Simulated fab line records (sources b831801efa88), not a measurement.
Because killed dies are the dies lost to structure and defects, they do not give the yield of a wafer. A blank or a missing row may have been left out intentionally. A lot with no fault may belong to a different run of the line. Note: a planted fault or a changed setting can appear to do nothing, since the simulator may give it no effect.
fab line records    flow sfq-line
record lots=13  wafers=39  last-day=93
route steps=325 shown M1@59 I4@176
lots with no fault: from the same line, run without faults
start-h: hours from the record's opening day to when the first of the lot's shown wafers began    wait-h: hours elapsed since this lot's preceding step    " as in the row above    L1.1+2: a single row standing in for several wafers    - value missing, or start not given    * or withheld: withheld    < > ~ a bound
route shown NAME@n: names a module that has steps shown in the file, with the first one's number in the route    usual: mean/standard deviation taken from wafers without a fault    same: alike in all rows    chamber/n: place in a boat    sites: per-site readings    _std_site: standard deviation across them    _edge_site: outer sites' mean less inner sites'    radius-mm: how far each site lies from the wafer's centre    mask NAME#n: copy n    behind: tool/chamber where the wafer was last shaped    hold: the reason the lot was held/the length of the hold in hours/how it ended    device: the n, p or np transistor that did not switch    end of line: at the end of the route, the tests of the same wafers    for a step that has no rows: nothing shown but its recipe    killed: dies lost to structure and defects at the first sort, not the wafer's yield    map: a wafer's dies, x killed, . not, _ none there
set.NAME: the setting that was run; set.NAME@STEP: the one run at that earlier step    model.NAME: the simulator's own value behind a step, which no gauge read
route steps across a sampled set of lots; one table per step, one row per wafer
services: a tool's chamber out of use, with start hour (start-h, from the record's first day; less than 0 if before it), hours out, and reason
## steps
# step SFQ_TRILAYER_M1_DEP_SPUTTER_037
# recipe material=Nb  base-pressure-pa=1.33e-06  chamber-pressure-pa=0.1333  substrate-temp-c=20  resputter-cathode-voltage-v=400  target-thk-nm=200  power-w=2000  time-s=133.3
# usual throttle-valve-pct=29.7/0.91
lot.wafer  tool            chamber  start-h  wait-h  throttle-valve-pct
L270.1     pvd-sputter-04  -        339.75   0.0     29.5
L270.3     "               -        "        "       31.5
L270.4     "               -        "        "       29.0
L271.2     pvd-sputter-04  -        355.33   0.0     29.4
L271.3     "               -        "        "       31.4
L271.6     "               -        "        "       31.4
L272.2     pvd-sputter-04  -        358.93   0.0     30.2
L272.5     "               -        "        "       28.7
L272.6     "               -        "        "       29.4
L273.4     pvd-sputter-03  -        365.06   0.0     30.1
L273.5     "               -        "        "       29.4
L273.6     "               -        "        "       28.3
L275.1     pvd-sputter-04  -        409.66   0.0     30.5
L275.3     "               -        "        "       29.4
L275.4     "               -        "        "       28.5
L277.1     pvd-sputter-04  -        427.50   0.0     29.4
L277.4     "               -        "        "       30.4
L277.5     "               -        "        "       29.0
L278.2     pvd-sputter-03  -        441.56   0.0     30.1
L278.3     "               -        "        "       28.2
L278.4     "               -        "        "       29.8
L279.2     pvd-sputter-03  -        452.48   0.0     29.4
L279.3     "               -        "        "       28.4
L279.5     "               -        "        "       29.5
L280.3     pvd-sputter-03  -        458.48   0.0     29.5
L280.4     "               -        "        "       30.2
L280.5     "               -        "        "       29.8
L282.1     pvd-sputter-03  -        473.42   0.0     28.3
L282.2     "               -        "        "       29.5
L282.4     "               -        "        "       30.1
L284.2     pvd-sputter-04  -        508.80   0.0     28.7
L284.3     "               -        "        "       29.1
L284.5     "               -        "        "       31.6
L285.3     pvd-sputter-03  -        515.43   0.0     29.9
L285.4     "               -        "        "       28.6
L285.5     "               -        "        "       29.3
L292.1     pvd-sputter-03  -        620.40   0.0     30.5
L292.3     "               -        "        "       28.3
L292.4     "               -        "        "       30.0
# step SFQ_M1_RS_MEAS_909
# recipe thk-meas-gauge=four-point-probe  reads=Nb_of_TRILAYER_M1_DEP_SPUTTER_037
# usual M1_NB_RS=0.887/0.0081
lot.wafer  tool           chamber  start-h  wait-h  M1_NB_RS[ohm/sq]
L270.1     film-metro-01  -        339.84   0.0     0.891
L270.3     "              -        "        "       0.891
L270.4     "              -        "        "       0.887
L271.2     film-metro-03  -        355.45   0.1     0.886
L271.3     "              -        "        "       0.881
L271.6     "              -        "        "       0.877
L272.2     film-metro-01  -        359.05   0.1     0.906
L272.5     "              -        "        "       0.899
L272.6     "              -        "        "       0.904
L273.4     film-metro-04  -        365.21   0.1     0.878
L273.5     "              -        "        "       0.878
L273.6     "              -        "        "       0.874
L275.1     film-metro-03  -        409.75   0.0     0.896
L275.3     "              -        "        "       0.893
L275.4     "              -        "        "       0.887
L277.1     film-metro-03  -        427.60   0.0     0.896
L277.4     "              -        "        "       0.899
L277.5     "              -        "        "       0.888
L278.2     film-metro-03  -        441.67   0.1     0.880
L278.3     "              -        "        "       0.876
L278.4     "              -        "        "       0.880
L279.2     film-metro-03  -        452.59   0.1     0.879
L279.3     "              -        "        "       0.876
L279.5     "              -        "        "       0.882
L280.3     film-metro-04  -        458.61   0.1     0.884
L280.4     "              -        "        "       0.881
L280.5     "              -        "        "       0.882
L282.1     film-metro-01  -        473.51   0.0     0.895
L282.2     "              -        "        "       0.901
L282.4     "              -        "        "       0.901
L284.2     film-metro-04  -        508.91   0.1     0.886
L284.3     "              -        "        "       0.890
L284.5     "              -        "        "       0.887
L285.3     film-metro-03  -        515.56   0.1     0.884
L285.4     "              -        "        "       0.557
L285.5     "              -        "        "       0.876
L292.1     film-metro-03  -        620.49   0.0     0.887
L292.3     "              -        "        "       0.889
L292.4     "              -        "        "       0.893
# step SFQ_TRILAYER_M1_ETCH_METAL_ETCH_042
# recipe target=Nb  stop-on=SiO2  mask-material=PR  chemistry=Cl2/Ar  target-depth-nm=240  icp-w=600  bias-w=80  pressure-mtorr=10  time-s=120
# usual chamber-pressure-mTorr=10.000/0.0088  drypump-motor-current-A=5.9/0.35  oes-product-au=0.896/0.0068
lot.wafer  tool          chamber  start-h  wait-h  chamber-pressure-mTorr  drypump-motor-current-A  oes-product-au  rf-hours-counter-h
L270.1     rie-metal-03  0        488.12   0.0     10.011                  5.5                      0.899           104
L270.3     "             0        "        "       9.996                   5.5                      0.895           -
L270.4     "             1        "        "       9.997                   6.3                      0.892           -
L271.2     rie-metal-04  0        505.59   0.1     10.005                  5.7                      0.897           -
L271.3     "             0        "        "       9.996                   5.7                      0.909           -
L271.6     "             0        "        "       10.015                  5.7                      0.896           -
L272.2     rie-metal-03  0        512.11   0.0     9.998                   5.4                      0.881           108
L272.5     "             0        "        "       9.998                   5.4                      0.885           -
L272.6     "             1        "        "       9.992                   6.3                      0.895           -
L273.4     rie-metal-01  1        519.36   0.1     9.995                   5.9                      0.903           -
L273.5     "             1        "        "       10.005                  5.9                      0.892           -
L273.6     "             0        "        "       10.011                  5.7                      0.905           -
L275.1     rie-metal-04  1        573.98   0.0     9.996                   6.3                      0.896           127
L275.3     "             0        "        "       9.982                   5.6                      0.897           -
L275.4     "             1        "        "       9.989                   6.2                      0.898           -
L277.1     rie-metal-03  1        593.85   0.0     10.000                  6.3                      0.891           71
L277.4     "             0        "        "       9.990                   5.5                      0.885           -
L277.5     "             1        "        "       9.997                   6.3                      0.907           -
L278.2     rie-metal-03  0        609.58   0.0     10.007                  5.4                      0.901           121
L278.3     "             1        "        "       9.999                   6.3                      0.901           -
L278.4     "             0        "        "       9.992                   5.4                      0.893           -
L279.2     rie-metal-04  0        619.17   0.0     10.010                  5.7                      0.894           20
L279.3     "             0        "        "       9.998                   5.7                      0.901           -
L279.5     "             1        "        "       10.011                  6.2                      0.901           -
L280.3     rie-metal-03  1        620.41   0.1     9.996                   6.3                      0.891           -
L280.4     "             0        "        "       9.994                   5.4                      0.896           -
L280.5     "             0        "        "       10.008                  5.4                      0.901           -
L282.1     rie-metal-03  0        622.77   0.0     10.000                  5.4                      0.890           123
L282.2     "             1        "        "       9.999                   6.3                      0.888           75
L282.4     "             0        "        "       10.000                  5.4                      0.885           -
L284.2     rie-metal-03  1        625.17   0.0     9.988                   6.3                      0.898           76
L284.3     "             1        "        "       10.010                  6.3                      0.895           -
L284.5     "             1        "        "       9.980                   6.3                      0.893           -
L285.3     rie-metal-01  1        626.41   0.1     10.023                  5.9                      0.893           -
L285.4     "             0        "        "       10.011                  5.7                      0.995           -
L285.5     "             0        "        "       9.998                   5.8                      0.910           -
L292.1     rie-metal-04  1        635.97   0.0     10.010                  6.3                      0.892           137
L292.3     "             1        "        "       9.985                   6.2                      0.896           -
L292.4     "             0        "        "       10.006                  5.7                      0.895           -
# step SFQ_TRILAYER_I4_VIA_STRIP_STRIP_107
# recipe gas=O2  power-w=200  platen-temp-c=40  overash-fraction=0.65  chemistry=O2  pressure-mtorr=50
# usual chamber-pressure-mTorr=50.00/0.049  drypump-motor-current-A=6.1/0.47  oes-product-au=0.999/0.009
lot.wafer  tool          chamber  start-h  wait-h  chamber-pressure-mTorr  drypump-motor-current-A  oes-product-au  rf-hours-counter-h
L270.1     rie-metal-02  1        1099.28  -       50.06                   6.8                      0.993           0
L270.3     "             0        "        "       49.99                   6.4                      1.000           -
L270.4     "             1        "        "       50.02                   6.8                      1.002           -
L271.2     rie-metal-02  1        1109.24  -       49.94                   6.8                      1.001           1
L271.3     "             0        "        "       50.04                   6.4                      1.003           -
L271.6     "             1        "        "       50.04                   6.8                      0.999           -
L272.2     rie-metal-01  1        1156.14  -       50.01                   5.9                      0.989           81
L272.5     "             1        "        "       50.05                   5.9                      0.998           -
L272.6     "             0        "        "       50.05                   5.7                      0.997           -
L273.4     rie-metal-02  0        1157.54  -       49.98                   6.4                      1.006           -
L273.5     "             1        "        "       49.97                   6.8                      1.023           -
L273.6     "             0        "        "       50.01                   6.4                      1.011           -
L275.1     rie-metal-02  0        1159.74  -       50.08                   6.4                      0.998           93
L275.3     "             1        "        "       49.90                   6.8                      1.017           -
L275.4     "             0        "        "       49.93                   6.4                      1.007           -
L277.1     rie-metal-03  0        1331.86  -       49.99                   5.4                      0.978           77
L277.4     "             0        "        "       50.00                   5.5                      0.986           -
L277.5     "             1        "        "       49.96                   6.3                      0.986           -
L278.2     rie-metal-02  0        1333.06  -       49.95                   6.4                      1.004           119
L278.3     "             1        "        "       50.06                   6.8                      1.010           -
L278.4     "             0        "        "       49.98                   6.4                      1.006           -
L279.2     rie-metal-03  1        1334.26  -       49.98                   6.3                      0.998           38
L279.3     "             0        "        "       50.03                   5.5                      0.985           -
L279.5     "             1        "        "       50.04                   6.3                      0.990           -
L280.3     rie-metal-02  1        1335.66  -       49.91                   6.9                      1.009           -
L280.4     "             0        "        "       49.99                   6.4                      1.001           -
L280.5     "             1        "        "       50.00                   6.8                      1.008           -
L282.1     rie-metal-02  0        1341.42  -       49.93                   6.4                      0.995           120
L282.2     "             1        "        "       50.08                   6.8                      1.009           38
L282.4     "             1        "        "       50.03                   6.8                      1.007           -
L284.2     rie-metal-01  0        1345.02  -       49.96                   5.8                      0.990           33
L284.3     "             1        "        "       50.02                   6.0                      1.002           -
L284.5     "             1        "        "       50.03                   5.9                      0.988           -
L285.3     rie-metal-02  0        1346.42  -       50.08                   6.4                      1.002           -
L285.4     "             1        "        "       50.06                   6.8                      1.016           -
L285.5     "             0        "        "       50.00                   6.4                      1.004           -
L292.1     rie-metal-03  1        1466.00  -       49.95                   6.3                      0.992           55
L292.3     "             0        "        "       49.91                   5.4                      0.997           -
L292.4     "             1        "        "       49.95                   6.3                      1.000           -
## services
tool            chamber  start-h  hours  kind
pvd-sputter-03  -        404.02   2.8    repair
pvd-sputter-03  -        461.32   3.2    repair
rie-metal-03    -        525.62   2.8    pm
pvd-sputter-03  -        538.91   1.9    repair
pvd-sputter-03  -        558.97   1.9    repair
rie-metal-03    0        640.01   8.3    repair
rie-metal-02    -        669.02   0.1    repair
rie-metal-02    1        699.83   1.4    repair
pvd-sputter-03  -        774.04   3.4    repair
rie-metal-02    -        888.46   1.4    pm
rie-metal-03    1        900.67   1.8    repair
rie-metal-03    -        979.56   0.2    repair
rie-metal-02    0        1011.28  3.5    repair
rie-metal-02    1        1026.60  1.2    repair
rie-metal-02    -        1091.66  0.7    repair
rie-metal-03    0        1154.76  14.4   repair
rie-metal-02    -        1190.82  2.8    pm
rie-metal-03    1        1192.11  18.5   repair
rie-metal-02    -        1207.42  6.1    repair
rie-metal-02    -        1228.90  0.5    repair
rie-metal-03    -        1232.35  14.6   pm
rie-metal-03    -        1345.24  10.6   repair
rie-metal-02    -        1421.68  28.1   pm
rie-metal-02    -        1457.38  5.9    repair
## key
first-sign step=SFQ_M1_RS_MEAS_909  reading=M1_NB_RS  direction=down  sigmas=41  usual=0.887  struck=0.557
effect step=SFQ_TRILAYER_M1_ETCH_METAL_ETCH_042  reading=oes-product-au  direction=up  sigmas=14  usual=0.896  struck=0.995
met-at SFQ_TRILAYER_M1_DEP_SPUTTER_037
struck-lots L285
struck-wafers L285.4
not-acting-at SFQ_TRILAYER_I4_VIA_STRIP_STRIP_107
onset-between 473.42 515.43
fault kind=process-parameter-drift  tool=pvd-sputter-03  chamber=-  onset-h=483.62  steps=SFQ_TRILAYER_M1_DEP_SPUTTER_037  channel=time-s  offset=*  shape=step  end-h=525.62  acts-in=*  stated=*  scope=struck-wafers-only
